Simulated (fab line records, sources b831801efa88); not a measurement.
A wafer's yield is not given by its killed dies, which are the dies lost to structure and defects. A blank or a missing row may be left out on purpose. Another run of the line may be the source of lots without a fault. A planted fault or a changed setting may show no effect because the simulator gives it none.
Struck lot and sound lot, side by side	flow sky130	44 out of 708 route steps
Sound: these wafers, L210.2, L210.3, L210.5. Struck: wafer L216.4 (left out: L216.1, L216.2 of the same lot, which were not struck); the cause appears at the end.
Order at every step that has rows: each side's tool, ch and its chambers, its first start. Under that, the readings that differ: sound wafers	struck wafers	difference of the means	sigmas: that difference in standard deviations of wafers without a fault.
alike: a reading whose means differ by less than 2 such deviations, as well as words and numbers matching on both sides. not compared: withheld readings; readings where some wafer has no value; bounds like >300 that might hide an equal value; numbers whose values overlap and for which the record gives no deviation.
A row with sigmas, a row that says differs or no value, or rows on one side alone: a step with any of these is where the two part. Numbers that don't overlap but have no deviation are shown without sigmas and don't part them. Lack of a reading on every wafer of one side parts them only where that side has two or more wafers.

first, 6 steps without rows for these wafers: SKY_VIA3_ETCH_15 (etches SiO2 in C4F8/O2/Ar, stops on TiN, target depth 507 nm, time 78 s); SKY_VIA3_STRIP_16 (strips in O2/N2); SKY_VIA3_STRIP_17 (strips in post etch residue remover, time 1200 s); SKY_VIA3_CLEAN_18 (cleans in IPA, time 180 s); SKY_VIA3_CLEAN_19 (cleans in O3/DIW); SKY_VIA3_SPUTTER_20 (material TiN, target thk 20 nm, time 80 s).
SKY_VIA3_CVD_21: deposits W, target thk 390 nm, time 117.31 s.
  sound on cvd_w-01 ch 0,1, day 39 22:56; struck on cvd_w-01 ch 0, day 41 14:23
  alike: chamber_pressure_Torr, heater_power_w
  not compared: since_wet_clean_h
SKY_VIA3_RS_MEAS_22: uses a four-point probe to measure.
  sound on film_metro-04, day 39 23:05; struck on film_metro-01, day 41 14:31
  alike: VIA3_W_RS
SKY_VIA3_THK_MEAS_23: measures by xrf.
  sound on film_metro-04, day 39 23:11; struck on film_metro-01, day 41 14:38
  alike: VIA3_W_THK
then, 2 steps without rows for these wafers: SKY_VIA3_CMP_24 (polishes, stops on SiO2, t overpolish 20 s, target thk 0 nm); SKY_METAL4_SPUTTER_00 (material Ti, target thk 15 nm, time 10 s).
SKY_METAL4_SPUTTER_01: material TiN, target thk 20 nm, time 16.7 s.
  sound on pvd_sputter-04, day 39 23:34; struck on pvd_sputter-03, day 41 15:01
  alike: throttle_valve_pct
SKY_METAL4_SPUTTER_02: material AlCu, target thk 735 nm, time 39.1 s.
  sound on pvd_sputter-04, day 39 23:35; struck on pvd_sputter-03, day 41 15:02
reading	sound	struck	difference	sigmas
model.AlCu_of_METAL4_SPUTTER_02.thk_nm (nm)	731.8 723.4 719.7	947.2	+222.2	
  alike: throttle_valve_pct
SKY_METAL4_SPUTTER_03: material Ti, target thk 5 nm, time 3.3 s.
  sound on pvd_sputter-04, day 39 23:38; struck on pvd_sputter-03, day 41 15:04
  alike: throttle_valve_pct
SKY_METAL4_SPUTTER_04: material TiN, target thk 70 nm, time 58.3 s.
  sound on pvd_sputter-04, day 39 23:39; struck on pvd_sputter-03, day 41 15:05
  alike: throttle_valve_pct
then, 1 step without rows for these wafers: SKY_CAP2M_CVD_00 (deposits SiO2, target thk 15.5 nm).
SKY_CAP2M_THK_MEAS_01:
  sound on film_metro-03, day 39 23:44; struck on film_metro-01, day 41 15:10
  alike: CAP2M_CVD_00_THK
then, 1 step without rows for these wafers: SKY_CAP2M_SPUTTER_02 (material TiN, target thk 200 nm, time 166.7 s).
SKY_CAP2M_RS_MEAS_03: uses a four-point probe to measure.
  sound on film_metro-02, day 39 23:55; struck on film_metro-02, day 41 15:20
  alike: CAP2M_TIN_RS
SKY_CAP2M_THK_MEAS_04: measures by xrf.
  sound on film_metro-02, day 40 00:01; struck on film_metro-02, day 41 15:27
  alike: CAP2M_TIN_THK
then, 7 steps without rows for these wafers: SKY_CAP2M_DEHYDRATE_05 (time 60 s); SKY_CAP2M_HMDS_06 (prime time 60 s); SKY_CAP2M_COAT_07 (resist thk 1140 nm); SKY_CAP2M_SOFTBAKE_08 (time 60 s); SKY_CAP2M_EXPOSE_09 (exposes mask CAP2M, target cd 1000 nm); SKY_CAP2M_PEB_10; SKY_CAP2M_DEVELOP_11 (develop time 60 s).
SKY_CAP2M_OVL_MEAS_12:
  sound on overlay-01, day 41 00:05; struck on overlay-01, day 42 14:47
  alike: CAP2M_OVL
then, 1 step without rows for these wafers: SKY_CAP2M_METAL_ETCH_13 (etches TiN in Cl2/BCl3, stops on SiO2, target depth 220 nm, time 62.9 s).
SKY_CAP2M_STRIP_14: strips in O2/N2.
  sound on plasma_asher-01 ch 0,1, day 41 00:11; struck on plasma_asher-04 ch 0, day 42 14:54
reading	sound	struck	difference	sigmas
oes_product_au (a.u.)	0.701 0.703 0.710	0.721	+0.016	+3
  alike: drypump_motor_current_A, n2_flow_sccm, strip_time_to_endpoint_s
  not compared: rf_hours_counter_h
then, 11 steps without rows for these wafers: SKY_CAP2M_STRIP_15 (strips in post etch residue remover, time 1200 s); SKY_CAP2M_CLEAN_16 (cleans in IPA, time 180 s); SKY_CAP2M_CLEAN_17 (cleans in O3/DIW); SKY_METAL4_DEHYDRATE_05 (time 60 s); SKY_METAL4_HMDS_06 (prime time 60 s); SKY_METAL4_COAT_07 (resist thk 60 nm); SKY_METAL4_COAT_08 (resist thk 1140 nm); SKY_METAL4_SOFTBAKE_09 (time 90 s); SKY_METAL4_EXPOSE_10 (exposes mask MM4, target cd 300 nm); SKY_METAL4_PEB_11; SKY_METAL4_DEVELOP_12 (develop time 60 s).
SKY_METAL4_CD_MEAS_13: the cd target is 300 nm.
  sound on cd_sem-01, day 42 00:35; struck on cd_sem-02, day 43 14:11
  alike: cd_nm
SKY_METAL4_METAL_ETCH_18: etches the open film in Cl2/BCl3, stops on SiO2, target depth 845 nm, time 183.1 s.
  sound on rie_metal-03 ch 0,1, day 42 00:53; struck on rie_metal-04 ch 0, day 43 14:29
reading	sound	struck	difference	sigmas
oes_product_au (a.u.)	0.863 0.853 0.865	0.981	+0.121	+17
  alike: drypump_motor_current_A, throttle_valve_pct
  not compared: rf_hours_counter_h
-- the record jumps here: 4 days lie between the struck wafers' starts before and after (it left off in module METAL4 and takes up again in module PAD_OPEN, whose first step shown is number 708 of the route) --
SKY_PAD_OPEN_PROBE_99:
  sound on prober-02, day 46 00:33; struck on prober-02, day 47 10:13
reading	sound	struck	difference	sigmas
hold	- - -	await_dispo/2.7h/release	no value on the sound wafers	
model.etest.met4_comb.leak_log10_a_um	-11.92 -11.98 -12.08	-9.629	+2.364	
model.etest.met4.line_ohm_um	0.1381 0.1499 0.148	0.1101	-0.0352	
model.etest.met4.rs_ohm_sq	0.04295 0.04353 0.04356	0.03346	-0.00989	

== WHERE THEY PART ==
At SKY_CAP2M_STRIP_14 first; at SKY_PAD_OPEN_PROBE_99 last (within this record only).

WHY: what had been put in by the simulator
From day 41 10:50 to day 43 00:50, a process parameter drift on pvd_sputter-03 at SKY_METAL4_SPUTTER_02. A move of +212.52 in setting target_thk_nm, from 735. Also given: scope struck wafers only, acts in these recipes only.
